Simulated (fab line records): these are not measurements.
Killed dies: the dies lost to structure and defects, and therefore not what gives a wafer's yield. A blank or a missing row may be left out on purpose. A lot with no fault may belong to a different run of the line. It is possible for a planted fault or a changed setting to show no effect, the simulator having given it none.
What tool caused it? :: flow gf180mcu :: 24 lots, 72 wafers sampled, at 1 step of a route of 602

== WHAT THE GAUGES READ, wafer by wafer ==
GF_SALICIDE_RS_MEAS_04: measures by four-point-probe.
lot: L074
measured: day 15 02:35
on: film metro-03
SALICIDE_TIN_RS (ohm/sq): 16.6 16.5 16.5

lot: L075
measured: day 15 16:33
on: film metro-02
SALICIDE_TIN_RS (ohm/sq): 15.9 16.1 16.4

lot: L076
measured: day 15 22:10
on: film metro-01
SALICIDE_TIN_RS (ohm/sq): 16.3 16.1 16.3

lot: L077
measured: day 16 06:40
on: film metro-03
SALICIDE_TIN_RS (ohm/sq): 16.8 16.4 16.7

lot: L078
measured: day 16 20:34
on: film metro-01
SALICIDE_TIN_RS (ohm/sq): 16.8 16.5 16.3

lot: L079
measured: day 17 04:47
on: film metro-02
SALICIDE_TIN_RS (ohm/sq): 16.0 16.1 16.2

lot: L080
measured: day 17 11:41
on: film metro-02
SALICIDE_TIN_RS (ohm/sq): 16.0 16.1 16.4

lot: L081
measured: day 17 19:25
on: film metro-02
SALICIDE_TIN_RS (ohm/sq): 17.1 16.9 16.8

lot: L082
measured: day 18 06:19
on: film metro-01
SALICIDE_TIN_RS (ohm/sq): 16.0 16.0 16.3

lot: L083
measured: day 18 14:59
on: film metro-02
SALICIDE_TIN_RS (ohm/sq): 16.4 16.5 16.4

lot: L084
measured: day 19 01:35
on: film metro-01
SALICIDE_TIN_RS (ohm/sq): 15.9 16.1 16.0

lot: L085
measured: day 19 06:05
on: film metro-01
SALICIDE_TIN_RS (ohm/sq): 16.4 16.7 16.5

lot: L086
measured: day 19 17:53
on: film metro-02
SALICIDE_TIN_RS (ohm/sq): 16.1 16.1 16.0

lot: L087
measured: day 19 23:56
on: film metro-01
SALICIDE_TIN_RS (ohm/sq): 16.0 16.1 16.0

lot: L088
measured: day 20 06:27
on: film metro-02
SALICIDE_TIN_RS (ohm/sq): 16.3 16.0 16.3

lot: L089
measured: day 20 17:53
on: film metro-02
SALICIDE_TIN_RS (ohm/sq): 16.2 16.5 16.1

lot: L090
measured: day 21 05:50
on: film metro-03
SALICIDE_TIN_RS (ohm/sq): 16.0 16.4 15.9

lot: L091
measured: day 21 17:01
on: film metro-02
SALICIDE_TIN_RS (ohm/sq): 16.1 16.1 15.9

lot: L092
measured: day 22 03:32
on: film metro-02
SALICIDE_TIN_RS (ohm/sq): 15.9 16.3 16.4

lot: L093
measured: day 22 11:44
on: film metro-02
SALICIDE_TIN_RS (ohm/sq): 16.1 15.8 16.0

lot: L094
measured: day 22 12:21
on: film metro-02
SALICIDE_TIN_RS (ohm/sq): 16.1 16.5 16.5

lot: L095
measured: day 22 23:06
on: film metro-01
SALICIDE_TIN_RS (ohm/sq): 16.0 16.0 16.0

lot: L096
measured: day 23 04:02
on: film metro-03
SALICIDE_TIN_RS (ohm/sq): 16.1 16.5 16.5

lot: L097
measured: day 23 16:47
on: film metro-01
SALICIDE_TIN_RS (ohm/sq): 15.5 15.8 15.7

== WHICH TOOL RAN EACH LOT (tool, then ch and the chambers of the sampled wafers, then the start) ==
Record: no process step prior to these readings.

== WHAT THE TOOLS THEMSELVES READ (means of the sampled wafers that have a number; where no wafer has one, the mark that the record gives instead) ==
The record holds no such reading with a usual standard deviation.

== THE ANSWER, worked out from the rows above alone ==
Rule: usual is defined by the lots themselves. Put in order of their means at a reading, lots are off if they are a third of the lots or fewer, leave a main group of 4 or more, and stand apart from it by a gap of 3 or more times the standard deviation of the main group's means; of several such gaps the widest counts. The tables above print the reading to a certain number of digits; a main group whose means all agree to those digits is not used. A lot without any number at a reading at which 4 lots or more have one is off too. Any other lot the step has rows for is counted as sound. After the gauges, taken in route order, come the tools' own readings; for these a lot's mean is taken, as printed above. The first step at which some lot is off is used, and at that step the reading that is off furthest; a lot without a number counts as furthest.
Nothing can be told from this: no lot is off at any reading shown.

== WHAT THE SIMULATOR PUT IN ==
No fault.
